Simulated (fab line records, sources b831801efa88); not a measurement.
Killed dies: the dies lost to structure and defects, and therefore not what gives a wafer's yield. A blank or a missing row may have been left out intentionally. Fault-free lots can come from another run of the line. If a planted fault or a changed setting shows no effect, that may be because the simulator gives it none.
What tool caused it? ; flow gf180mcu ; 33 wafers from 11 lots sampled at 6 of the route's 602 steps

== WHAT THE GAUGES SHOWED, per wafer ==
GF_HV_LDD_TW_MEAS_11.
lot;measured;on;HV_LDD_TW
L811;day 10 11:58;film metro-02;2429 2427 2429
L812;day 10 12:08;film metro-04;2448 2448 2453
L813;day 10 22:47;film metro-04;2447 2454 2454
L815;day 11 11:25;film metro-04;2434 2418 2425
L816;day 11 15:01;film metro-02;2422 2420 2428
L822;day 13 15:45;film metro-04;2628 2614 2625 2623 2619 2618
L823;day 13 23:58;film metro-02;2592 2590 2601 2590 2599 2588
L827;day 15 04:53;film metro-04;2432 2444 2461
L831;day 16 16:40;film metro-02;2409 2401 2408
L832;day 17 03:05;film metro-01;2449 2441 2431
L833;day 17 12:16;film metro-02;2429 2420 2418

GF_HV_LDD_RS_MEAS_53: measures by four-point-probe.
lot;measured;on;HV_LDD_RS (ohm/sq)
L811;day 12 21:20;film metro-01;420.1 419.5 419.9
L812;day 12 21:37;film metro-04;419.1 419.1 418.0
L813;day 13 09:30;film metro-02;417.8 416.7 415.8
L815;day 13 23:30;film metro-01;418.3 418.5 418.5
L816;day 14 03:23;film metro-04;419.0 418.5 418.2
L822;day 16 08:51;film metro-02;413.4 412.0 411.5 413.1 412.0 412.5
L823;day 16 16:46;film metro-04;412.3 413.7 413.8 413.0 413.5 412.4
L827;day 18 00:50;film metro-01;418.8 419.2 418.3
L831;day 19 12:43;film metro-01;418.9 419.8 419.5
L832;day 20 00:37;film metro-02;419.5 418.9 419.0
L833;day 20 10:28;film metro-02;417.9 416.9 416.5

== WHAT TOOL EACH LOT RAN ON (gives the tool, then ch and the chambers of the sampled wafers, and finally the start) ==
lot;GF_MVPSD_STRIP_10;GF_VT_IMPLANT_STRIP_20;GF_VT_IMPLANT_STRIP_31;GF_HV_LDD_IMPLANT_09
L811;plasma asher-03 ch 0,1, day 5 09:43;plasma asher-04 ch 0,1, day 6 15:55;plasma asher-04 ch 0,1, day 7 07:01;implanter-04 ch 0, day 10 11:45
L812;plasma asher-03 ch 0, day 5 11:50;plasma asher-02 ch 0, day 6 17:14;plasma asher-04 ch 0,1, day 7 08:38;implanter-01 ch 0, day 10 11:54
L813;plasma asher-03 ch 0,1, day 5 18:11;plasma asher-02 ch 0,1, day 6 23:59;plasma asher-01 ch 0, day 7 15:56;implanter-01 ch 0, day 10 22:33
L815;plasma asher-03 ch 0,1, day 6 06:20;plasma asher-04 ch 0,1, day 7 12:47;plasma asher-01 ch 0,1, day 8 05:00;implanter-04 ch 0, day 11 11:10
L816;plasma asher-03 ch 0,1, day 6 10:50;plasma asher-02 ch 0,1, day 7 17:07;plasma asher-01 ch 0,1, day 8 09:20;implanter-01 ch 0, day 11 14:48
L822;plasma asher-02 ch 1, day 7 21:56;plasma asher-01 ch 0, day 9 07:32;plasma asher-02 ch 0,1, day 10 00:54;implanter-04 ch 0, day 13 15:28
L823;plasma asher-03 ch 0,1, day 8 07:07;plasma asher-02 ch 0,1, day 9 16:53;plasma asher-01 ch 0,1, day 10 10:26;implanter-04 ch 0, day 13 23:45
L827;plasma asher-03 ch 0,1, day 9 05:17;plasma asher-01 ch 0,1, day 10 16:57;plasma asher-04 ch 0,1, day 11 11:14;implanter-01 ch 0, day 15 04:38
L831;plasma asher-01 ch 0,1, day 10 12:04;plasma asher-02 ch 0,1, day 12 01:31;plasma asher-04 ch 0,1, day 12 20:30;implanter-01 ch 0, day 16 16:26
L832;plasma asher-01 ch 0,1, day 10 16:12;plasma asher-01 ch 0,1, day 12 05:24;plasma asher-04 ch 0,1, day 13 01:23;implanter-04 ch 0, day 17 02:50
L833;plasma asher-02 ch 0,1, day 11 00:10;plasma asher-01 ch 0,1, day 12 14:01;plasma asher-01 ch 0,1, day 13 09:43;implanter-04 ch 0, day 17 12:02
- GF_MVPSD_STRIP_10: strips in O2/N2.
- GF_VT_IMPLANT_STRIP_20: strips in O2/N2.
- GF_VT_IMPLANT_STRIP_31: strips in O2/N2.
- GF_HV_LDD_IMPLANT_09

== AS READ BY THE TOOLS THEMSELVES (means over the sampled wafers that have a number; for cases with no such wafer, the mark the record gives instead) ==
GF_MVPSD_STRIP_10.
lot;tool;drypump motor current A (A);heater power w (W);oes product au (a.u.);strip time to endpoint s (s)
L811;plasma asher-03;6.0;335;0.720;37.07
L812;plasma asher-03;5.3;318;0.723;36.97
L813;plasma asher-03;5.7;329;0.723;36.89
L815;plasma asher-03;6.1;334;0.726;37.29
L816;plasma asher-03;6.0;338;0.723;36.84
L822;plasma asher-02;6.3;356;0.721;36.88
L823;plasma asher-03;6.1;330;0.723;36.99
L827;plasma asher-03;5.7;323;0.721;36.86
L831;plasma asher-01;5.9;329;0.724;37.00
L832;plasma asher-01;5.8;323;0.723;36.80
L833;plasma asher-02;6.5;331;0.726;36.99

GF_VT_IMPLANT_STRIP_20.
lot;tool;drypump motor current A (A);heater power w (W);oes product au (a.u.);strip time to endpoint s (s)
L811;plasma asher-04;5.7;345;0.714;12.62
L812;plasma asher-02;6.7;315;0.718;12.57
L813;plasma asher-02;6.4;344;0.715;12.65
L815;plasma asher-04;6.0;348;0.718;12.66
L816;plasma asher-02;6.6;331;0.717;12.66
L822;plasma asher-01;6.4;333;0.719;12.63
L823;plasma asher-02;6.6;331;0.716;12.66
L827;plasma asher-01;5.8;324;0.715;12.64
L831;plasma asher-02;6.6;334;0.715;12.62
L832;plasma asher-01;5.9;326;0.713;12.63
L833;plasma asher-01;5.9;326;0.717;12.63

GF_VT_IMPLANT_STRIP_31.
lot;tool;drypump motor current A (A);heater power w (W);oes product au (a.u.);strip time to endpoint s (s)
L811;plasma asher-04;6.0;349;0.717;12.60
L812;plasma asher-04;5.8;347;0.715;12.58
L813;plasma asher-01;6.4;333;0.715;12.67
L815;plasma asher-01;6.1;335;0.714;12.65
L816;plasma asher-01;6.1;330;0.711;12.58
L822;plasma asher-02;6.4;342;0.717;12.62
L823;plasma asher-01;6.1;331;0.715;12.61
L827;plasma asher-04;6.0;348;0.713;12.62
L831;plasma asher-04;5.7;344;0.716;12.67
L832;plasma asher-04;6.0;351;0.717;12.57
L833;plasma asher-01;5.9;325;0.714;12.61

GF_HV_LDD_IMPLANT_09.
lot;tool;beam energy keV;beam on s (s);end station pressure torr (Torr)
L811;implanter-04;39.999;10.17;5.6e-06
L812;implanter-01;40.007;10.14;5.8e-06
L813;implanter-01;40.005;10.01;5.7e-06
L815;implanter-04;40.007;9.84;5.3e-06
L816;implanter-01;40.000;9.91;5.3e-06
L822;implanter-04;51.013;10.02;5.2e-06
L823;implanter-04;51.025;9.91;5.3e-06
L827;implanter-01;40.015;9.97;5.4e-06
L831;implanter-01;39.994;9.79;5.3e-06
L832;implanter-04;40.010;9.91;5.5e-06
L833;implanter-04;39.995;9.98;5.4e-06

== THE ANSWER, worked out from the rows above alone ==
Rule: the usual values come from the lots themselves. Put in order of their means at a reading, lots are off if they are a third of the lots or fewer, leave a main group of 4 or more, and stand apart from it by a gap of 3 or more times the standard deviation of the main group's means; of several such gaps the widest counts. Not used: any main group whose means are identical at the precision the tables above print for the reading. Also off: a lot with no number at a reading for which 4 or more lots have one. The other lots that the step has rows for count as sound. The gauges are gone through in route order, then the tools' own readings, and for those a lot's mean is taken as printed above. At the first step where some lot is off, the reading lying furthest off is the one used; lots without a number count as furthest.
Off: L822, L823, at GF_HV_LDD_TW_MEAS_11 (HV_LDD_TW). Mean 2433 and standard deviation 14 in the main group.
A tool fits if, at a process step before that reading, it ran every lot that is off, and no sound lot after the first of them. Not tried: the gauges at GF_HV_LDD_TW_MEAS_11; whatever is off there is also off at GF_HV_LDD_IMPLANT_09, on other tools, and gauge error can't account for it. None of those tried fits.

== WHAT WAS PUT IN BY THE SIMULATOR ==
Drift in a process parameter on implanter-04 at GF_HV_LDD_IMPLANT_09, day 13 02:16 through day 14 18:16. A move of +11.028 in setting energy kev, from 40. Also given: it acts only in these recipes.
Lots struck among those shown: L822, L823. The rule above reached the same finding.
